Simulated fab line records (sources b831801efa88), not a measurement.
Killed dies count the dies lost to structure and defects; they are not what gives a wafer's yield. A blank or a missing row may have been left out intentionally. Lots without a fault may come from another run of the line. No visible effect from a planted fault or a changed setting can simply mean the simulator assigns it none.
Which tool was responsible?	flow gf180mcu	Sampling: 14 lots, 42 wafers, 2 of 602 route steps

== WHAT THE GAUGES SHOWED, per wafer ==
GF_SAB_CD_MEAS_09: target cd 420 nm. Usual: cd_nm 420.0 nm, standard deviation 2.2.
lot	measured	on	cd_nm (nm)	flag
L375	day 16 21:19	cd_sem-01	419.4 419.6 419.9	
L377	day 17 01:19	cd_sem-02	419.5 421.3 419.8	
L376	day 17 01:57	cd_sem-02	418.5 418.8 418.3	
L379	day 17 18:27	cd_sem-02	421.9 419.5 421.2	
L378	day 17 21:41	cd_sem-02	422.9 422.1 423.1	
L380	day 18 03:04	cd_sem-01	420.8 419.9 417.1	
L381	day 18 09:04	cd_sem-01	418.2 421.3 420.3	
L382	day 18 17:10	cd_sem-02	420.6 420.0 420.5	
L388	day 21 00:01	cd_sem-01	423.5 422.0 421.5	
L389	day 21 15:16	cd_sem-01	417.5 418.9 418.1	
L390	day 21 23:19	cd_sem-02	421.0 420.5 421.2	
L391	day 22 07:03	cd_sem-02	418.0 416.7 417.6	
L392	day 22 17:52	cd_sem-02	419.8 419.7 421.7	
L394	day 23 01:37	cd_sem-02	419.2 419.4 418.9	

GF_SALICIDE_RS_MEAS_04: a four-point-probe measurement. Usual: SALICIDE_TIN_RS typically reads 16.4 ohm/sq, with standard deviation 0.35.
lot	measured	on	SALICIDE_TIN_RS (ohm/sq)	flag
L375	day 16 21:53	film_metro-02	16.6 16.1 16.6	
L377	day 17 01:52	film_metro-03	16.3 16.2 16.2	
L376	day 17 02:30	film_metro-02	16.7 15.9 16.8	
L379	day 17 19:01	film_metro-02	16.5 16.1 16.5	
L378	day 17 22:14	film_metro-03	16.2 15.7 16.4	
L380	day 18 03:39	film_metro-03	16.6 16.8 16.7	
L381	day 18 09:40	film_metro-03	16.0 16.1 16.1	
L382	day 18 17:42	film_metro-01	16.4 16.7 16.1	
L388	day 21 00:35	film_metro-02	16.2 17.1 16.2	
L389	day 21 15:49	film_metro-03	16.0 16.7 16.1	
L390	day 21 23:55	film_metro-02	16.4 16.1 16.6	
L391	day 22 07:36	film_metro-03	16.1 16.1 16.1	
L392	day 22 18:25	film_metro-03	16.5 16.9 16.5	
L394	day 23 02:12	film_metro-03	16.6 16.6 16.6	

== WHAT TOOL EACH LOT RAN ON (gives the tool, then ch and the chambers of the sampled wafers, and finally the start) ==
No process step before these readings appears in the record.

== AS READ BY THE TOOLS THEMSELVES (means over the sampled wafers that have a number; for cases with no such wafer, the mark the record gives instead) ==
The record holds no such reading with a usual standard deviation.

== THE ANSWER, worked out from the rows above alone ==
Rule: a lot counts as off when the mean over its wafers that have a number is more than 3 standard deviations away from the usual mean. Also off: a lot with no number at a reading for which 4 or more lots have one. Any other lot the step has rows for is counted as sound. First the gauges in route order, then the tools' own readings, where a lot's mean is used as printed above. The first step at which some lot is off is used, and at that step the reading that is off furthest; a lot without a number counts as furthest.
No lot is off on any of the readings shown, so nothing can be concluded from this.

== WHAT THE SIMULATOR HAD PUT IN ==
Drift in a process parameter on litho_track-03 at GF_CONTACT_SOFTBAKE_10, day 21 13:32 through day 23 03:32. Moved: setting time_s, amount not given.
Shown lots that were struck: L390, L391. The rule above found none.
